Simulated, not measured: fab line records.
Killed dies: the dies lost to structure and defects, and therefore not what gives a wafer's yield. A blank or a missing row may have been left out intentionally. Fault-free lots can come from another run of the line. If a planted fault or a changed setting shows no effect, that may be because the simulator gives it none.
Which tool was responsible?    flow gf180mcu    12 lots with 36 wafers sampled at 5 steps, on a route of 602 steps

## WHAT THE GAUGES READ, wafer by wafer
GF_DNWELL_TW_MEAS_09.
lot   measured     on            DNWELL_TW
L262  day 3 00:25  filmMetro-02  1354 1364 1361
L264  day 3 11:16  filmMetro-02  1365 1364 1365
L265  day 3 15:46  filmMetro-03  1347 1349 1344
L266  day 3 22:38  filmMetro-02  1361 1365 1362
L269  day 4 15:20  filmMetro-03  1315 1322 1325
L270  day 4 19:34  filmMetro-04  1365 1361 1364
L271  day 4 23:14  filmMetro-04  1365 1365 1359
L277  day 6 08:40  filmMetro-03  1340 1337 1339
L278  day 6 13:22  filmMetro-03  1328 1332 1338
L279  day 6 17:55  filmMetro-03  1337 1343 1341
L282  day 7 13:01  filmMetro-03  1327 1334 1328
L283  day 7 23:58  filmMetro-02  1365 1370 1370

GF_VT_IMPLANT_RS_MEAS_48: a four-point-probe measurement.
lot   measured      on            LVPWELL_RS (ohm/sq)
L262  day 7 20:01   filmMetro-01  1193.0 1195.2 1193.4
L264  day 8 09:38   filmMetro-01  1199.0 1200.5 1194.3
L265  day 8 13:02   filmMetro-03  1193.9 1197.7 1198.9
L266  day 9 00:02   filmMetro-04  1198.7 1197.2 1196.6
L269  day 9 22:00   filmMetro-01  1178.9 1176.6 1179.7
L270  day 10 02:12  filmMetro-01  1184.4 1186.9 1177.6
L271  day 10 08:35  filmMetro-03  1196.4 1194.4 1198.7
L277  day 12 02:42  filmMetro-01  1191.3 1193.6 1190.0
L278  day 12 09:08  filmMetro-03  1200.3 1200.7 1197.8
L279  day 12 13:52  filmMetro-03  1196.5 1195.4 1193.8
L282  day 13 14:17  filmMetro-03  1198.6 1198.3 1200.0
L283  day 14 06:03  filmMetro-03  1196.4 1199.1 1197.0

## TOOL THAT RAN EACH LOT (tool first, then ch and the chambers of the sampled wafers, then the start)
lot   GF_NWELL_STRIP_10                   GF_LVPWELL_IMPLANT_09           GF_MVPSD_STRIP_10
L262  plasmaAsher-01 ch 0,1, day 3 13:21  implanter-03 ch 0, day 4 02:48  plasmaAsher-03 ch 0,1, day 5 07:08
L264  plasmaAsher-04 ch 0,1, day 4 00:26  implanter-02 ch 0, day 4 14:39  plasmaAsher-01 ch 0,1, day 5 19:29
L265  plasmaAsher-04 ch 0,1, day 4 05:22  implanter-04 ch 0, day 4 18:29  plasmaAsher-03 ch 0,1, day 5 23:07
L266  plasmaAsher-04 ch 0,1, day 4 12:14  implanter-04 ch 0, day 5 02:29  plasmaAsher-01 ch 0,1, day 6 07:41
L269  plasmaAsher-04 ch 0,1, day 5 05:42  implanter-04 ch 0, day 5 19:44  plasmaAsher-01 ch 0,1, day 7 03:02
L270  plasmaAsher-02 ch 0,1, day 5 10:05  implanter-04 ch 0, day 6 00:41  plasmaAsher-02 ch 0,1, day 7 07:04
L271  plasmaAsher-04 ch 0,1, day 5 13:53  implanter-03 ch 0, day 6 04:44  plasmaAsher-03 ch 0,1, day 7 12:20
L277  plasmaAsher-01 ch 0, day 6 23:44    implanter-03 ch 0, day 7 14:26  plasmaAsher-02 ch 1, day 9 00:14
L278  plasmaAsher-04 ch 1, day 7 05:10    implanter-03 ch 0, day 7 20:24  plasmaAsher-02 ch 0,1, day 9 06:50
L279  plasmaAsher-01 ch 1, day 7 08:32    implanter-02 ch 0, day 7 23:38  plasmaAsher-02 ch 0,1, day 9 10:09
L282  plasmaAsher-02 ch 0,1, day 8 04:35  implanter-03 ch 0, day 8 21:02  plasmaAsher-02 ch 0,1, day 10 09:39
L283  plasmaAsher-01 ch 0,1, day 8 15:50  implanter-02 ch 0, day 9 09:11  plasmaAsher-01 ch 0,1, day 10 22:54
- GF_NWELL_STRIP_10: strips in O2/N2.
- GF_LVPWELL_IMPLANT_09
- GF_MVPSD_STRIP_10: strips in O2/N2.

## WHAT THE TOOLS THEMSELVES READ (means of the sampled wafers that have a number; where no wafer has one, the mark that the record gives instead)
GF_NWELL_STRIP_10.
lot   tool            drypumpMotorCurrentA (A)  heaterPowerW (W)  n2FlowSccm (sccm)  oesProductAu (a.u.)  stripTimeToEndpointS (s)
L262  plasmaAsher-01  5.7                       367               299.9              0.723                36.91
L264  plasmaAsher-04  6.2                       310               299.7              0.725                37.08
L265  plasmaAsher-04  6.2                       317               300.9              0.727                37.15
L266  plasmaAsher-04  6.2                       314               301.1              0.718                37.12
L269  plasmaAsher-04  5.8                       331               299.0              0.726                36.90
L270  plasmaAsher-02  5.7                       407               299.9              0.725                37.04
L271  plasmaAsher-04  5.8                       332               300.1              0.723                36.93
L277  plasmaAsher-01  5.8                       393               298.2              0.719                37.19
L278  plasmaAsher-04  5.5                       349               301.4              0.727                36.79
L279  plasmaAsher-01  5.5                       311               299.7              0.719                36.97
L282  plasmaAsher-02  5.6                       392               299.7              0.726                37.08
L283  plasmaAsher-01  5.6                       336               300.2              0.730                37.06

GF_LVPWELL_IMPLANT_09.
lot   tool          doseIonsCm2  faradayCurrentUA
L262  implanter-03  5e+12        28.0
L264  implanter-02  5e+12        28.4
L265  implanter-04  5e+12        28.3
L266  implanter-04  5e+12        27.8
L269  implanter-04  5e+12        30.2
L270  implanter-04  5e+12        30.1
L271  implanter-03  5e+12        28.3
L277  implanter-03  5e+12        28.0
L278  implanter-03  5e+12        27.8
L279  implanter-02  5e+12        28.7
L282  implanter-03  5e+12        28.3
L283  implanter-02  5e+12        27.9

GF_MVPSD_STRIP_10.
lot   tool            drypumpMotorCurrentA (A)  heaterPowerW (W)  n2FlowSccm (sccm)  oesProductAu (a.u.)  stripTimeToEndpointS (s)
L262  plasmaAsher-03  5.18                      336               300.5              0.721                36.90
L264  plasmaAsher-01  5.62                      333               299.5              0.725                37.04
L265  plasmaAsher-03  5.13                      344               300.3              0.721                36.86
L266  plasmaAsher-01  5.61                      337               299.7              0.723                36.88
L269  plasmaAsher-01  5.73                      372               299.7              0.722                36.88
L270  plasmaAsher-02  5.57                      363               300.3              0.721                37.09
L271  plasmaAsher-03  5.17                      337               300.3              0.725                37.00
L277  plasmaAsher-02  5.74                      423               301.3              0.725                37.02
L278  plasmaAsher-02  5.57                      360               300.5              0.727                37.18
L279  plasmaAsher-02  5.57                      361               299.6              0.723                36.80
L282  plasmaAsher-02  5.67                      394               300.2              0.723                37.04
L283  plasmaAsher-01  5.71                      366               300.2              0.722                36.91

## THE ANSWER, worked out from the rows above alone
Rule: usual is defined by the lots themselves. The widest of any qualifying gaps counts: lots, ordered by their means at a reading, are off when they make up no more than a third of the lots, leave a main group of 4 or more, and stand apart from it by 3 or more times the standard deviation of that group's means. The tables above print the reading to a certain number of digits; a main group whose means all agree to those digits is not used. A lot without any number at a reading at which 4 lots or more have one is off too. The other lots that the step has rows for count as sound. After the gauges, taken in route order, come the tools' own readings; for these a lot's mean is taken, as printed above. At the first step where some lot is off, the reading lying furthest off is the one used; lots without a number count as furthest.
Off: L269, L270, seen at GF_VT_IMPLANT_RS_MEAS_48 (LVPWELL_RS). The main group has a mean of 1196.6 ohm/sq with a standard deviation of 2.3.
A tool fits if, at a process step before that reading, it ran every lot that is off, and no sound lot after the first of them. Not tried: the gauges at GF_VT_IMPLANT_RS_MEAS_48; whatever is off there is also off at GF_LVPWELL_IMPLANT_09, on other tools, and gauge error can't account for it. One fits: implanter-04 at GF_LVPWELL_IMPLANT_09. A fault onset in the window from L266 (day 5 02:29, its last sound lot) to L269 (day 5 19:44, its first lot off) fits.
The tool's own readings at GF_LVPWELL_IMPLANT_09 bear it out: on the lots that are off they differ by more than 5 times the standard deviation of the sound lots' means. faradayCurrentUA reads 30.1 there against 28.1 on the sound lots.

## WHAT THE SIMULATOR PUT IN
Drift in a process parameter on implanter-04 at GF_LVPWELL_IMPLANT_09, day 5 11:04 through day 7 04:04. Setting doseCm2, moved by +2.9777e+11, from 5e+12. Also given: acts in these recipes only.
Lots struck among those shown: L269, L270. The rule above found the same.
